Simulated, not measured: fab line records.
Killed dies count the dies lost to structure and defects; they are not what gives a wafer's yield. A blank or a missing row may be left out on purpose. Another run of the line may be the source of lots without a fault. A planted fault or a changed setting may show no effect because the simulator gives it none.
Which tool did it? | flow sky130 | Sampling: 13 lots, 39 wafers, 4 of 708 route steps

## WHAT THE GAUGES SHOWED, per wafer
SKY_SONOS_ONO_CD_MEAS_13: target cd 410 nm. Usual: cdNm 408.9 nm, standard deviation 2.5.
lot  | measured     | on       | cdNm (nm)         | flag
L833 | day 12 09:32 | cdSem-02 | 406.2 407.8 406.1 | 
L835 | day 13 05:09 | cdSem-01 | 410.0 408.2 407.8 | 
L837 | day 14 00:01 | cdSem-02 | 410.9 412.0 411.6 | 
L839 | day 15 08:57 | cdSem-01 | 408.6 405.9 406.3 | 
L841 | day 15 09:31 | cdSem-02 | 411.4 413.4 411.5 | 
L844 | day 16 07:19 | cdSem-01 | 410.6 407.9 409.1 | 
L846 | day 16 20:47 | cdSem-01 | 410.6 411.8 410.6 | 
L849 | day 18 06:34 | cdSem-01 | 408.9 408.5 407.9 | 
L850 | day 18 13:32 | cdSem-01 | 409.1 409.4 411.2 | 
L853 | day 19 06:25 | cdSem-01 | 410.5 413.0 411.8 | 
L854 | day 19 12:43 | cdSem-02 | 403.4 404.5 404.9 | 
L855 | day 20 03:35 | cdSem-01 | 412.0 411.6 411.3 | 
L856 | day 20 14:46 | cdSem-01 | 409.6 408.6 410.4 | 

SKY_SONOS_ONO_OVL_MEAS_14. Usual: for SONOS_ONO_OVL the level is -0.2 nm and the standard deviation is 1.3.
lot  | measured     | on         | SONOS_ONO_OVL (nm) | flag
L833 | day 12 09:38 | overlay-02 | 0.4 1.7 0.5        | 
L835 | day 13 05:14 | overlay-01 | -1.9 -2.1 -2.4     | 
L837 | day 14 00:08 | overlay-02 | 1.9 1.7 0.7        | 
L839 | day 15 09:02 | overlay-02 | -0.2 0.9 -0.4      | 
L841 | day 15 09:38 | overlay-02 | 0.0 0.7 1.6        | 
L844 | day 16 07:26 | overlay-02 | 1.5 -0.2 -1.0      | 
L846 | day 16 20:55 | overlay-01 | 0.6 0.8 0.4        | 
L849 | day 18 06:41 | overlay-01 | 0.6 -1.7 0.1       | 
L850 | day 18 13:40 | overlay-01 | -0.8 0.3 -2.6      | 
L853 | day 19 06:32 | overlay-01 | -0.7 1.1 0.7       | 
L854 | day 19 12:50 | overlay-01 | 1.9 -1.4 0.1       | 
L855 | day 20 03:43 | overlay-02 | 0.3 -0.1 -0.8      | 
L856 | day 20 14:52 | overlay-01 | -0.9 -1.7 -1.0     | 

SKY_POLY_GATE_CD_MEAS_13: target cd 150 nm. Usual: cdNm 150.2 nm, standard deviation 1.4.
lot  | measured     | on       | cdNm (nm)         | flag
L833 | day 15 23:41 | cdSem-01 | 150.4 151.3 151.7 | 
L835 | day 16 22:25 | cdSem-01 | 147.2 146.9 149.1 | 
L837 | day 17 16:56 | cdSem-01 | 151.0 151.3 151.9 | 
L839 | day 19 08:07 | cdSem-02 | 151.2 150.7 151.0 | 
L841 | day 19 06:50 | cdSem-02 | 151.9 152.2 152.2 | 
L844 | day 20 12:55 | cdSem-02 | 147.2 146.5 147.6 | 
L846 | day 21 00:05 | cdSem-01 | 150.9 150.0 150.4 | 
L849 | day 22 09:49 | cdSem-02 | 150.5 151.2 151.0 | 
L850 | day 22 16:35 | cdSem-02 | 143.2 141.7 142.1 | OFF
L853 | day 23 07:50 | cdSem-01 | 144.5 145.2 144.6 | OFF
L854 | day 23 12:49 | cdSem-01 | 151.8 151.4 150.7 | 
L855 | day 24 03:19 | cdSem-01 | 151.7 150.9 151.9 | 
L856 | day 25 18:14 | cdSem-01 | 149.9 151.1 151.8 | 

## EACH LOT AND THE TOOL THAT RAN IT (in order: tool; ch and the chambers of the sampled wafers; start)
lot  | SKY_POLY_GATE_DEVELOP_12
L833 | lithoTrack-04 ch 0, day 15 23:00
L835 | lithoTrack-01 ch 0, day 16 22:00
L837 | lithoTrack-03 ch 0, day 17 16:00
L839 | lithoTrack-04 ch 0, day 19 07:00
L841 | lithoTrack-03 ch 0, day 19 06:00
L844 | lithoTrack-04 ch 0, day 20 12:00
L846 | lithoTrack-03 ch 0, day 20 23:00
L849 | lithoTrack-01 ch 0, day 22 09:00
L850 | lithoTrack-03 ch 0, day 22 16:00
L853 | lithoTrack-03 ch 0, day 23 07:00
L854 | lithoTrack-01 ch 0, day 23 12:00
L855 | lithoTrack-01 ch 0, day 24 03:00
L856 | lithoTrack-04 ch 0, day 25 18:00
- SKY_POLY_GATE_DEVELOP_12: develop time 60 s.

## AS READ BY THE TOOLS THEMSELVES (means over the sampled wafers that have a number; for cases with no such wafer, the mark the record gives instead)
The record holds no such reading with a usual standard deviation.

## THE ANSWER, worked out from the rows above alone
Rule: a lot counts as off when the mean over its wafers that have a number is more than 3 standard deviations away from the usual mean. A lot without any number at a reading at which 4 lots or more have one is off too. The other lots that the step has rows for count as sound. Order of review: gauges by route order, followed by the tools' own readings, for which a lot's mean as printed above is used. At the first step where some lot is off, the reading lying furthest off is the one used; lots without a number count as furthest.
Off, at SKY_POLY_GATE_CD_MEAS_13 on cdNm: L850, L853.
If a tool, at a process step before that reading, ran all the lots that are off and no sound lot after the first of them, it fits. Gauges at SKY_POLY_GATE_CD_MEAS_13: tried the same way as those tools. One candidate fits, namely lithoTrack-03 at SKY_POLY_GATE_DEVELOP_12. A fault onset in the window from L846 (day 20 23:00, its last sound lot) to L850 (day 22 16:00, its first lot off) fits.

## WHAT THE SIMULATOR HAD PUT IN
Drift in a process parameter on lithoTrack-03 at SKY_POLY_GATE_DEVELOP_12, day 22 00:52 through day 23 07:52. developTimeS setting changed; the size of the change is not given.
Struck lots among those shown: L850, L853. This agrees with what the rule above found.
